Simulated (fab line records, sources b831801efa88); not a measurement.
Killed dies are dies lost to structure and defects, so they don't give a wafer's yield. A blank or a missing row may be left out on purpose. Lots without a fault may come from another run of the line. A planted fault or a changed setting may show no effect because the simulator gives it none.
fab line records | flow gf180mcu
record lots=12 wafers=36 last_day=34
route steps=602 shown V3@447 M4@459 V4@479 TOP_METAL@568
lots that met no fault: from a run of the same line without faults
start_h: hours from the record's first day to the start of the lot's first wafer shown | wait_h: hours since the lot's step before | " the same as in the row above | L1.1+2: a row that stands for several wafers | - no value, or no start given | * or withheld: withheld | < > ~ a bound
route shown NAME@n: a module of which the file shows steps, and the number in the route of the first | usual: mean/standard deviation of fault-free wafers | same: alike in all rows | chamber/n: place in a boat | sites: the reading at each site | _std_site: their standard deviation | _edge_site: outer sites' mean less inner sites' | radius_mm: how far each site lies from the wafer's centre | mask NAME#n: copy n | behind: the tool/chamber that last shaped the wafer | hold: why the lot was held/for how many hours/how that ended | device: the transistor (n, p or np) that didn't switch | end of line: the same wafers' tests at the end of the route | a step without rows: its recipe alone | killed: dies lost to structure and defects at the first sort, not the wafer's yield | map: a wafer's dies, x killed, . not, _ none there
set.NAME: the setting as run; set.NAME@STEP: as run at that earlier step | model.NAME: the simulator's own value behind a step, which no gauge read
steps of the route over a sample of lots; a table a step, a row a wafer
services: from which hour (start_h, from the record's first day; less than 0 if before it) a tool's chamber was out of use, for how many hours, and why
## steps
# step GF_V3_STRIP_18
# recipe chemistry=O2/N2 power_w=1400 pressure_mtorr=1500 platen_temp_c=250 o2_flow_sccm=3000 n2_flow_sccm=300 overash_fraction=0.5
# usual drypump_motor_current_A=5.6/0.33 heater_power_w=322/10 oes_product_au=0.592/0.0049
# columns lot.wafer tool chamber start_h wait_h drypump_motor_current_A heater_power_w oes_product_au rf_hours_counter_h
L814.3 plasma_asher-01 0 515.02 - 5.5 308 0.598 -
L814.5 " 1 " " 5.3 323 0.595 -
L814.6 " 0 " " 5.5 308 0.590 -
L815.1 plasma_asher-03 0 524.49 - 5.4 329 0.595 75
L815.4 " 1 " " 6.2 322 0.596 -
L815.5 " 1 " " 6.2 325 0.597 -
L816.1 plasma_asher-02 0 534.84 - 5.5 316 0.608 9
L816.2 " 1 " " 5.8 302 0.583 9
L816.6 " 0 " " 5.5 317 0.594 -
L819.1 plasma_asher-03 0 559.49 - 5.4 333 0.597 79
L819.5 " 0 " " 5.4 334 0.599 -
L819.6 " 1 " " 6.2 325 0.593 -
L820.2 plasma_asher-01 1 567.69 - 5.3 333 0.587 98
L820.5 " 0 " " 5.5 304 0.592 -
L820.6 " 1 " " 5.3 337 0.593 -
L821.1 plasma_asher-03 1 569.49 - 6.2 321 0.589 80
L821.3 " 0 " " 5.4 327 0.589 -
L821.6 " 0 " " 5.4 330 0.587 -
L824.1 plasma_asher-03 0 599.24 - 5.4 335 0.596 81
L824.3 " 1 " " 6.3 331 0.589 -
L824.5 " 1 " " 6.3 332 0.586 -
L825.1 plasma_asher-02 1 609.69 - 5.9 316 0.588 17
L825.5 " 0 " " 5.5 319 0.585 -
L825.6 " 1 " " 5.8 305 0.592 -
L826.4 plasma_asher-01 1 611.37 - 5.3 319 0.590 -
L826.5 " 0 " " 5.5 310 0.579 -
L826.6 " 1 " " 5.3 323 0.580 -
L828.1 plasma_asher-01 1 624.43 - 5.3 323 0.600 104
L828.2 " 0 " " 5.5 314 0.582 104
L828.4 " 1 " " 5.3 324 0.595 -
L835.1 plasma_asher-03 1 676.23 - 6.3 329 0.595 89
L835.5 " 0 " " 5.4 333 0.593 -
L835.6 " 1 " " 6.2 333 0.590 -
L837.2 plasma_asher-01 0 688.69 - 5.5 305 0.590 112
L837.5 " 0 " " 5.5 320 0.593 -
L837.6 " 1 " " 5.3 319 0.593 -
# step GF_M4_SPUTTER_03
# recipe material=Ti target_thk_nm=10 substrate_temp_c=300 chamber_pressure_pa=0.3 power_w=3000 time_s=6.7
# usual cathode_dc_power_W=3000.0/0.52 chamber_pressure_pa=0.2999/0.00067 throttle_valve_pct=30.0/0.85
# same time_s=6.7
# columns lot.wafer tool chamber start_h wait_h cathode_dc_power_W chamber_pressure_pa throttle_valve_pct
L814.3 pvd_sputter-02 - 516.37 0.0 2999.8 0.3001 31.8
L814.5 " - " " 3000.2 0.3004 30.6
L814.6 " - " " 3000.4 0.2995 30.0
L815.1 pvd_sputter-02 - 525.87 0.0 2999.9 0.3009 31.8
L815.4 " - " " 2999.6 0.2994 30.5
L815.5 " - " " 3000.5 0.2995 30.3
L816.1 pvd_sputter-02 - 536.22 0.0 3000.1 0.2994 30.7
L816.2 " - " " 3000.1 0.3011 28.9
L816.6 " - " " 3001.4 0.2990 30.7
L819.1 pvd_sputter-01 - 560.91 0.0 3000.0 0.2991 29.3
L819.5 " - " " 2999.3 0.3000 29.0
L819.6 " - " " 3000.5 0.2998 29.1
L820.2 pvd_sputter-02 - 569.08 0.0 3000.3 0.3003 30.5
L820.5 " - " " 2999.9 0.2999 29.8
L820.6 " - " " 3000.1 0.3006 30.7
L821.1 pvd_sputter-02 - 570.88 0.0 3000.1 0.3004 30.2
L821.3 " - " " 2999.3 0.3001 28.9
L821.6 " - " " 3000.3 0.2994 31.7
L824.1 pvd_sputter-03 - 600.65 0.0 3000.3 0.2999 30.1
L824.3 " - " " 3000.4 0.2990 29.4
L824.5 " - " " 3000.6 0.2995 29.4
L825.1 pvd_sputter-03 - 611.07 0.0 3000.0 0.2992 29.4
L825.5 " - " " 3000.3 0.2993 29.5
L825.6 " - " " 2999.7 0.3001 29.5
L826.4 pvd_sputter-03 - 612.74 0.0 3000.4 0.3014 29.7
L826.5 " - " " 3000.2 0.2986 29.3
L826.6 " - " " 3000.4 0.3006 29.9
L828.1 pvd_sputter-03 - 625.85 0.0 2998.9 0.3009 30.7
L828.2 " - " " 3000.1 0.3001 30.0
L828.4 " - " " 2998.8 0.3004 29.6
L835.1 pvd_sputter-01 - 677.62 0.0 3000.9 0.3000 29.1
L835.5 " - " " 3000.1 0.3004 29.8
L835.6 " - " " 2998.8 0.3003 30.8
L837.2 pvd_sputter-02 - 690.11 0.0 3000.7 0.3009 28.8
L837.5 " - " " 3000.3 0.2999 31.4
L837.6 " - " " 2999.5 0.3004 29.0
# step GF_V4_THK_MEAS_03
# recipe reads=SiO2_of_V4_CVD_02
# usual V4_CVD_02_THK=850/10
# columns lot.wafer tool chamber start_h wait_h V4_CVD_02_THK[nm]
L814.3 film_metro-02 - 540.18 0.1 844
L814.5 " - " " 852
L814.6 " - " " 859
L815.1 film_metro-02 - 549.55 0.0 850
L815.4 " - " " 860
L815.5 " - " " 853
L816.1 film_metro-04 - 559.20 0.1 841
L816.2 " - " " 842
L816.6 " - " " 851
L819.1 film_metro-03 - 584.38 0.0 839
L819.5 " - " " 842
L819.6 " - " " 855
L820.2 film_metro-02 - 591.33 0.0 840
L820.5 " - " " 856
L820.6 " - " " 864
L821.1 film_metro-02 - 593.56 0.0 850
L821.3 " - " " 849
L821.6 " - " " 874
L824.1 film_metro-02 - 622.15 0.0 837
L824.3 " - " " 850
L824.5 " - " " 857
L825.1 film_metro-03 - 632.24 0.1 846
L825.5 " - " " 851
L825.6 " - " " 871
L826.4 film_metro-02 - 634.14 0.0 854
L826.5 " - " " 854
L826.6 " - " " 851
L828.1 film_metro-04 - 646.90 0.1 864
L828.2 " - " " 842
L828.4 " - " " 867
L835.1 film_metro-02 - 697.30 0.0 852
L835.5 " - " " 852
L835.6 " - " " 841
L837.2 film_metro-02 - 709.08 0.0 849
L837.5 " - " " 856
L837.6 " - " " 855
# step GF_TOP_METAL_SPUTTER_01
# recipe material=TiN target_thk_nm=30 power_w=6500 time_s=25 chamber_pressure_pa=0.4
# usual cathode_dc_power_W=6500.1/1.2 chamber_pressure_pa=0.3998/0.00084 throttle_valve_pct=30.1/1
# same time_s=25
# columns lot.wafer tool chamber start_h wait_h cathode_dc_power_W chamber_pressure_pa throttle_valve_pct
L814.3 pvd_sputter-03 - 631.18 0.1 6500.2 0.3997 29.6
L814.5 " - " " 6502.3 0.3987 29.8
L814.6 " - " " 6498.4 0.4006 30.6
L815.1 pvd_sputter-02 - 640.58 0.1 6498.2 0.3989 29.9
L815.4 " - " " 6500.9 0.3990 30.7
L815.5 " - " " 6497.5 0.4010 30.6
L816.1 pvd_sputter-02 - 651.33 0.1 6500.3 0.3997 31.6
L816.2 " - " " 6499.6 0.3994 30.4
L816.6 " - " " 6498.7 0.3994 31.7
L819.1 pvd_sputter-02 - 672.79 0.1 6500.3 0.4009 30.2
L819.5 " - " " 6499.3 0.3979 28.7
L819.6 " - " " 6498.8 0.3993 30.5
L820.2 pvd_sputter-02 - 678.04 0.1 6500.3 0.4002 31.6
L820.5 " - " " 6499.9 0.3993 31.6
L820.6 " - " " 6501.5 0.3991 28.7
L821.1 pvd_sputter-02 - 679.84 0.1 6499.8 0.4011 30.7
L821.3 " - " " 6500.1 0.4001 28.8
L821.6 " - " " 6499.6 0.3994 28.8
L824.1 pvd_sputter-01 - 705.74 0.1 6500.3 0.3992 29.2
L824.3 " - " " 6497.8 0.3990 29.8
L824.5 " - " " 6498.8 0.3991 29.2
L825.1 pvd_sputter-02 - 714.46 0.1 6502.3 0.3991 28.7
L825.5 " - " " 6498.5 0.3987 29.0
L825.6 " - " " 6501.2 0.4001 30.1
L826.4 pvd_sputter-02 - 715.75 0.0 5693.8 0.3991 28.8
L826.5 " - " " 6499.6 0.3994 30.2
L826.6 " - " " 6500.2 0.3994 31.7
L828.1 pvd_sputter-02 - 726.55 0.1 5693.6 0.3997 28.9
L828.2 " - " " 6499.6 0.3995 30.1
L828.4 " - " " 6500.4 0.3999 30.0
L835.1 pvd_sputter-03 - 771.37 0.1 6498.3 0.4011 29.7
L835.5 " - " " 6498.5 0.4001 29.6
L835.6 " - " " 6501.0 0.3994 29.4
L837.2 pvd_sputter-03 - 779.48 0.1 6501.3 0.3997 29.6
L837.5 " - " " 6499.7 0.3994 29.2
L837.6 " - " " 6499.6 0.4010 30.0
## services
# columns tool chamber start_h hours kind
pvd_sputter-02 - 501.48 8.9 repair
plasma_asher-02 - 519.90 7.4 repair
plasma_asher-01 - 530.68 2.8 pm
plasma_asher-02 - 556.33 2.8 pm
plasma_asher-03 - 577.25 18.3 repair
pvd_sputter-01 - 650.81 1.4 repair
plasma_asher-03 - 680.74 9.8 repair
plasma_asher-03 - 708.78 1.3 repair
pvd_sputter-03 - 713.18 1.3 repair
plasma_asher-02 - 731.28 2.4 repair
plasma_asher-01 - 733.75 9.0 pm
plasma_asher-01 0 733.75 9.0 vent_cycle
plasma_asher-01 1 733.75 9.0 vent_cycle
plasma_asher-01 0 742.75 - clean
plasma_asher-01 1 742.75 - clean
## key
first_sign step=GF_TOP_METAL_SPUTTER_01 reading=cathode_dc_power_W direction=down sigmas=99+ usual=6500.1 struck=5693.7
effect none on later readings
met_at GF_TOP_METAL_SPUTTER_01
struck_lots L826,L828
struck_wafers L826.4,L828.1
not_acting_at GF_V3_STRIP_18,GF_M4_SPUTTER_03,GF_V4_THK_MEAS_03
onset_between 714.46 715.75
fault kind=process_parameter_drift tool=pvd_sputter-02 chamber=- onset_h=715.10 steps=GF_TOP_METAL_SPUTTER_01 channel=power_w offset=-807.58 shape=step end_h=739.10 acts_in=these_recipes_only stated=6500 scope=struck_wafers_only
